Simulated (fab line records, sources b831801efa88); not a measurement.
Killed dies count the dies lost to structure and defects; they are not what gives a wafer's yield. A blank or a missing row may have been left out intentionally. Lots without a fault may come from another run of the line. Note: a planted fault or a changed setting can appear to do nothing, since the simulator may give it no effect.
The tool behind it: which one? | flow gf180mcu | 36 wafers from 12 lots sampled at 4 of the route's 602 steps

WHAT THE GAUGES READ, wafer by wafer
GF_TOP_METAL_THK_MEAS_06: measures by xrf. Usual: TOP_METAL_ALCU_THK 884 nm, standard deviation 7.5.
lot  | measured     | on            | TOP_METAL_ALCU_THK (nm) | flag
L766 | day 27 04:35 | film-metro-01 | 888 876 887             |
L767 | day 27 19:34 | film-metro-02 | 892 888 883             |
L768 | day 28 00:35 | film-metro-02 | 908 894 901             |
L769 | day 28 05:32 | film-metro-02 | 876 878 870             |
L770 | day 28 14:03 | film-metro-02 | 880 883 880             |
L776 | day 30 12:14 | film-metro-02 | 884 893 887             |
L777 | day 30 15:32 | film-metro-01 | 898 901 887             |
L784 | day 32 15:54 | film-metro-02 | 879 883 876             |
L785 | day 33 01:31 | film-metro-01 | 882 889 892             |
L787 | day 33 03:11 | film-metro-03 | 873 881 877             |
L788 | day 33 10:13 | film-metro-01 | 893 881 887             |
L789 | day 33 14:46 | film-metro-02 | 881 883 882             |

TOOL THAT RAN EACH LOT (tool first, then ch and the chambers of the sampled wafers, then the start)
lot  | GF_MIM_SPUTTER_07            | GF_M5_STRIP_11                       | GF_TOP_METAL_SPUTTER_03
L766 | pvd-sputter-01, day 24 09:44 | plasma-asher-01 ch 0,1, day 26 05:07 | pvd-sputter-02, day 27 04:26
L767 | pvd-sputter-01, day 25 01:04 | plasma-asher-02 ch 0,1, day 26 19:49 | pvd-sputter-04, day 27 19:23
L768 | pvd-sputter-04, day 25 05:59 | plasma-asher-01 ch 0,1, day 27 00:25 | pvd-sputter-02, day 28 00:25
L769 | pvd-sputter-03, day 25 10:51 | plasma-asher-01 ch 0,1, day 27 06:13 | pvd-sputter-04, day 28 05:23
L770 | pvd-sputter-03, day 25 22:17 | plasma-asher-02 ch 0,1, day 27 15:22 | pvd-sputter-04, day 28 13:52
L776 | pvd-sputter-04, day 28 00:16 | plasma-asher-02 ch 0,1, day 29 14:46 | pvd-sputter-04, day 30 12:04
L777 | pvd-sputter-03, day 28 04:05 | plasma-asher-04 ch 0,1, day 29 17:58 | pvd-sputter-02, day 30 15:23
L784 | pvd-sputter-03, day 30 09:38 | plasma-asher-01 ch 0,1, day 31 21:19 | pvd-sputter-01, day 32 15:44
L785 | pvd-sputter-04, day 30 17:25 | plasma-asher-04 ch 0,1, day 32 05:34 | pvd-sputter-02, day 33 01:21
L787 | pvd-sputter-01, day 30 19:35 | plasma-asher-02 ch 0,1, day 32 07:01 | pvd-sputter-04, day 33 03:02
L788 | pvd-sputter-04, day 31 07:05 | plasma-asher-01 ch 0,1, day 32 15:43 | pvd-sputter-04, day 33 10:02
L789 | pvd-sputter-04, day 31 10:29 | plasma-asher-04 ch 0,1, day 32 20:13 | pvd-sputter-04, day 33 14:36
- GF_MIM_SPUTTER_07: material TiN, target thk 60 nm, time 50 s.
- GF_M5_STRIP_11: strips in O2/N2.
- GF_TOP_METAL_SPUTTER_03: material Ti, target thk 5 nm, time 3.3 s.

AS READ BY THE TOOLS THEMSELVES (means over the sampled wafers that have a number; for cases with no such wafer, the mark the record gives instead)
GF_MIM_SPUTTER_07. Usual: 30.2 % for throttle-valve-pct, sd 0.65.
lot  | tool           | throttle-valve-pct (%) | flag
L766 | pvd-sputter-01 | 29.6                   |
L767 | pvd-sputter-01 | 29.8                   |
L768 | pvd-sputter-04 | 30.1                   |
L769 | pvd-sputter-03 | 30.0                   |
L770 | pvd-sputter-03 | 29.9                   |
L776 | pvd-sputter-04 | 30.5                   |
L777 | pvd-sputter-03 | 30.2                   |
L784 | pvd-sputter-03 | 30.3                   |
L785 | pvd-sputter-04 | 30.1                   |
L787 | pvd-sputter-01 | 30.9                   |
L788 | pvd-sputter-04 | 30.1                   |
L789 | pvd-sputter-04 | 30.1                   |

GF_M5_STRIP_11. Usual: chamber-pressure-mTorr 1500.2 mTorr, standard deviation 1.4; drypump-motor-current-A 6.1 A, standard deviation 0.39; heater-power-w 368 W, standard deviation 32; oes-product-au 0.544 a.u., standard deviation 0.0047; strip-time-to-endpoint-s 7.52 s, standard deviation 0.033.
lot  | tool            | chamber-pressure-mTorr (mTorr) | drypump-motor-current-A (A) | heater-power-w (W) | oes-product-au (a.u.) | strip-time-to-endpoint-s (s) | flag
L766 | plasma-asher-01 | 1501.0                         | 6.5                         | 339                | 0.545                 | 7.52                         |
L767 | plasma-asher-02 | 1500.3                         | 5.6                         | 400                | 0.549                 | 7.55                         |
L768 | plasma-asher-01 | 1500.2                         | 6.3                         | 336                | 0.544                 | 7.53                         |
L769 | plasma-asher-01 | 1500.4                         | 6.3                         | 339                | 0.543                 | 7.50                         |
L770 | plasma-asher-02 | 1499.6                         | 5.7                         | 398                | 0.549                 | 7.55                         |
L776 | plasma-asher-02 | 1499.6                         | 5.7                         | 397                | 0.542                 | 7.50                         |
L777 | plasma-asher-04 | 1500.4                         | 6.5                         | 356                | 0.541                 | 7.53                         |
L784 | plasma-asher-01 | 1501.1                         | 6.3                         | 338                | 0.549                 | 7.56                         |
L785 | plasma-asher-04 | 1499.1                         | 6.4                         | 341                | 0.543                 | 7.52                         |
L787 | plasma-asher-02 | 1500.9                         | 5.7                         | 398                | 0.547                 | 7.52                         |
L788 | plasma-asher-01 | 1501.4                         | 6.5                         | 341                | 0.541                 | 7.52                         |
L789 | plasma-asher-04 | 1500.2                         | 6.5                         | 351                | 0.543                 | 7.52                         |

GF_TOP_METAL_SPUTTER_03. Usual: 30.2 % for throttle-valve-pct, sd 0.73.
lot  | tool           | throttle-valve-pct (%) | flag
L766 | pvd-sputter-02 | 29.4                   |
L767 | pvd-sputter-04 | 30.1                   |
L768 | pvd-sputter-02 | 29.9                   |
L769 | pvd-sputter-04 | 30.2                   |
L770 | pvd-sputter-04 | 30.3                   |
L776 | pvd-sputter-04 | 30.0                   |
L777 | pvd-sputter-02 | 30.7                   |
L784 | pvd-sputter-01 | 30.6                   |
L785 | pvd-sputter-02 | 29.4                   |
L787 | pvd-sputter-04 | 30.2                   |
L788 | pvd-sputter-04 | 30.1                   |
L789 | pvd-sputter-04 | 30.2                   |

THE ANSWER, worked out from the rows above alone
Rule: a lot is off if the mean of its wafers that have a number lies more than 3 standard deviations from the usual mean. A lot without any number at a reading at which 4 lots or more have one is off too. The other lots that the step has rows for count as sound. After the gauges, taken in route order, come the tools' own readings; for these a lot's mean is taken, as printed above. The first step at which some lot is off is used, and at that step the reading that is off furthest; a lot without a number counts as furthest.
None of the lots is off at any reading shown; this tells nothing.

WHAT THE SIMULATOR HAD PUT IN
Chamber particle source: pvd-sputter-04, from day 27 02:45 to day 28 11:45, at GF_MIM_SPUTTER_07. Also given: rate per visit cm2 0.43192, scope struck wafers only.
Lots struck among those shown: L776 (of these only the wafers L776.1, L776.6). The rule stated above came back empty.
